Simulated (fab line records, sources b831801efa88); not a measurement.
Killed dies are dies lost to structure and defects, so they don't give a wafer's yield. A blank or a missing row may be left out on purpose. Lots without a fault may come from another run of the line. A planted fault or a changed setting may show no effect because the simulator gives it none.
Which tool did it? | flow gf180mcu | 6 lots, 16 wafers sampled, at 2 steps of a route of 602

WHAT THE GAUGES READ, wafer by wafer
GF_HV_LDD_TW_MEAS_11.
lot  | measured     | on            | HV_LDD_TW
L445 | day 10 21:29 | film_metro-01 | 2423 2432 2424
L447 | day 11 06:37 | film_metro-02 | 2418 2403 2402
L449 | day 12 00:04 | film_metro-03 | 2417 2407 2410
L455 | day 13 18:40 | film_metro-02 | 2375 2300
L458 | day 14 16:34 | film_metro-01 | 2410 2332
L464 | day 16 10:56 | film_metro-03 | 2407 2417 2422

WHICH TOOL RAN EACH LOT (tool, then ch and the chambers of the sampled wafers, then the start)
lot  | GF_HV_LDD_IMPLANT_09
L445 | implanter-01 ch 0, day 10 21:16
L447 | implanter-01 ch 0, day 11 06:23
L449 | implanter-04 ch 0, day 11 23:49
L455 | implanter-01 ch 0, day 13 18:26
L458 | implanter-01 ch 0, day 14 16:20
L464 | implanter-04 ch 0, day 16 10:41
- GF_HV_LDD_IMPLANT_09

THE ANSWER, worked out from the rows above alone
Rule: what is usual is taken from the lots themselves. Put in order of their means at a reading, lots are off if they are a third of the lots or fewer, leave a main group of 4 or more, and stand apart from it by a gap of 3 or more times the standard deviation of the main group's means; of several such gaps the widest counts. A main group whose means are all the same, to the digits that the tables above print for the reading, isn't used. A lot without any number at a reading at which 4 lots or more have one is off too. The other lots that the step has rows for count as sound.
Off: L455, L458, at GF_HV_LDD_TW_MEAS_11 (HV_LDD_TW). The main group: mean 2415, standard deviation 7.
A tool fits if, at a process step before that reading, it ran every lot that is off, and no sound lot after the first of them. The gauges at GF_HV_LDD_TW_MEAS_11 are tried like those tools. One fits: implanter-01 at GF_HV_LDD_IMPLANT_09. Its last sound lot is L447 (day 11 06:23), its first lot that is off L455 (day 13 18:26): a fault that began between those two fits.

WHAT THE SIMULATOR HAD PUT IN
Process parameter drift: implanter-01, from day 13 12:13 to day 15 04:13, at GF_HV_LDD_IMPLANT_09. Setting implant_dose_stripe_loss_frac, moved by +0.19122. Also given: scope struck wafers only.
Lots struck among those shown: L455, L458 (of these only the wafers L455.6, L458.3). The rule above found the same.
